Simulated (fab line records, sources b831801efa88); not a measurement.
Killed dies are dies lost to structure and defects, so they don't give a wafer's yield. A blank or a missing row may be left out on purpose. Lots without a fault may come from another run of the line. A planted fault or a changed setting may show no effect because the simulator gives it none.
One fault seen from 2 desks | flow gf180mcu | each desk has only its own numbers; what lay behind them comes last

THE TOOL OWNER'S DESK: implanter-01
The tool's own readings at GF_MVPSD_IMPLANT_09: means of the sampled wafers that have a number, for each lot that ran on this tool. A lot is out of limits, marked OUT, if its mean lies more than 4 standard deviations from the usual mean; the brackets give that distance.
Columns: A = beam_on_s at GF_MVPSD_IMPLANT_09, usual 9.96 s
lot  | first seen here | A
L720 | day 5 08:47     | 9.91
L728 | day 7 06:53     | 9.97
L729 | day 7 12:49     | 10.17
L730 | day 7 16:40     | 10.11
L742 | day 10 16:41    | 9.79
This desk's finding: nothing out of limits on any of the 5 lots.

THE METROLOGY DESK
What the gauges read, lot by lot, whatever tool the lot ran on: means of the sampled wafers that have a number. A lot is out of limits, marked OUT, if its mean lies more than 4 standard deviations from the usual mean; the brackets give that distance.
Columns: A = MVSD_OVL at GF_MVSD_OVL_MEAS_07, usual 0.7 nm; B = MVPSD_RS at GF_VT_IMPLANT_RS_MEAS_49, usual 1169 ohm/sq
lot  | first seen here | A    | B
L719 | day 4 10:16     | -0.1 | 1171
L720 | day 4 18:19     | 0.9  | 1173
L727 | day 6 08:53     | -0.2 | 1170
L728 | day 6 14:43     | 1.8  | 1178
L729 | day 6 20:43     | 1.5  | 1181
L730 | day 7 00:43     | 1.3  | 1208 (+9.3) OUT
L731 | day 7 08:10     | 0.2  | 1173
L732 | day 7 11:58     | 2.0  | 1172
L734 | day 8 01:32     | -2.7 | 1164
L735 | day 8 07:29     | -0.1 | 1165
L739 | day 9 06:43     | 1.4  | 1167
L742 | day 9 21:58     | 0.8  | 1160
This desk's finding: out of limits on L730; first on L730, day 10 14:41 (MVPSD_RS at GF_VT_IMPLANT_RS_MEAS_49). In limits: L719, L720, L727, L728, L729, L731, L732, L734, L735, L739, L742.

PUT TOGETHER
The metrology desk could have raised an alarm at day 10 14:41, on L730.
The tool owner's desk saw nothing out of limits.
The tool owner's desk has L730 on record, within its limits.
Of the lots named, all ran GF_MVPSD_IMPLANT_09 on implanter-01.

WHAT THE SIMULATOR HAD PUT IN
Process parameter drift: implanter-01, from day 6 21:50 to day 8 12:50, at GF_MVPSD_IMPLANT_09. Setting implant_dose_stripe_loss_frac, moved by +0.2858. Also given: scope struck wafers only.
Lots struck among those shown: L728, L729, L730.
Hours from the fault's start to each desk's first reading out of limits: the metrology desk, 89.
